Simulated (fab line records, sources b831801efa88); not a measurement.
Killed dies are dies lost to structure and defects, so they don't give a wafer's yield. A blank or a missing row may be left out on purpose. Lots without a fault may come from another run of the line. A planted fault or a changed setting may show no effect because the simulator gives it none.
Problem report in the 8D (eight disciplines) form, filled by code | flow gf180mcu | the parts of the form that need people (team, actions taken, sign-off) are left out

1. THE PROBLEM
MVPSD_TW at GF_MVPSD_TW_MEAS_11 reads a mean of 746 on 6 wafers of 2 lots; wafers without a fault read 551 with a standard deviation of 3. That is +65 standard deviations from the usual mean.
First seen on wafer L651.2, day 5 15:47, on film_metro-04. The record holds 33 wafers of 11 lots with a number at this step. Rule for "out", or "out of limits": more than 4 standard deviations from the usual mean. The other wafers with a number count as sound.

2. WHAT IT IS AND WHAT IT IS NOT
question                    | is                     | is not
which readings at this step | MVPSD_TW               | -
which lots                  | L651, L656             | L650, L660, L662, L664, L666, L667, L668, L669, L671
which wafers of those lots  | all that have a number | -
read on which gauges        | film_metro-04          | film_metro-01, film_metro-02
when                        | from day 5 15:47       | up to then (3 sound wafers); but 24 sound wafers of L660, L662, L664, L666, L667, L668, L669, L671 came after

3. SUSPECTS, AND WHAT RULES EACH OUT
Counting: a tool at a process step up to the reading stays a suspect if it ran every lot that is out and no sound lot after the first of them.
- the gauge at GF_MVPSD_TW_MEAS_11: ruled out. All the wafers that are out were read on film_metro-04, but those of them that GF_MVPSD_IMPLANT_09 has rows for are out there too, on other tools.
- plasma_asher-02 at GF_DNWELL_STRIP_08 (strips in O2/N2): ruled out as a lasting fault. Sound lots L664, L668 ran on it after its first lot that is out, L651 (day 3 05:47).
- implanter-01 at GF_MVPSD_IMPLANT_09: ruled out as a lasting fault. Sound lots L666, L669 ran on it after its first lot that is out, L651 (day 5 15:33).
Left after counting: nothing in the record.

4. THE CAUSE (what the simulator had put in)
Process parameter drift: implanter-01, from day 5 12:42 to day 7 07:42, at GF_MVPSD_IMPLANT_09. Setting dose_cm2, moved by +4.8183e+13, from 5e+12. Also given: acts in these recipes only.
Counting ruled it out, wrongly: the rule takes a fault to strike every lot that its tool runs from its start on, and this one did not.

5. THE CHAIN OF EFFECTS, in route order
Each row: a reading whose mean over the struck wafers that have a number lies more than 3 standard deviations from the usual. Only readings for which the record gives a usual standard deviation are gone through. hours: the time from each lot's start at the first step in this table that gives one to its start at this step, as a median over the lots. sigmas: the change in usual standard deviations.
hours | step                     | reading            | usual       | on struck wafers | change     | sigmas
0     | GF_MVPSD_IMPLANT_09      | dose_ions_cm2      | 5.001e+12   | 5.318e+13        | +4.818e+13 | +99 or more
0     | GF_MVPSD_IMPLANT_09      | faraday_current_uA | 28.3        | 297.3            | +269.0     | +99 or more
0     | GF_MVPSD_TW_MEAS_11      | MVPSD_TW           | 551         | 746              | +194       | +65
66    | GF_VT_IMPLANT_RS_MEAS_49 | MVPSD_RS           | 1170 ohm/sq | 597              | -573       | -99 or more
The process steps in it:
- GF_MVPSD_IMPLANT_09

6. WHAT WOULD HAVE CAUGHT IT SOONER
In this record the first reading out of limits at a measuring or inspecting step was taken at day 5 15:47, 3 hours after the fault began at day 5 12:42.
The tool's own readings at GF_MVPSD_IMPLANT_09 were out on every struck wafer that the step has a row for (dose_ions_cm2, faraday_current_uA): an alarm limit on them would have fired on the first of those.
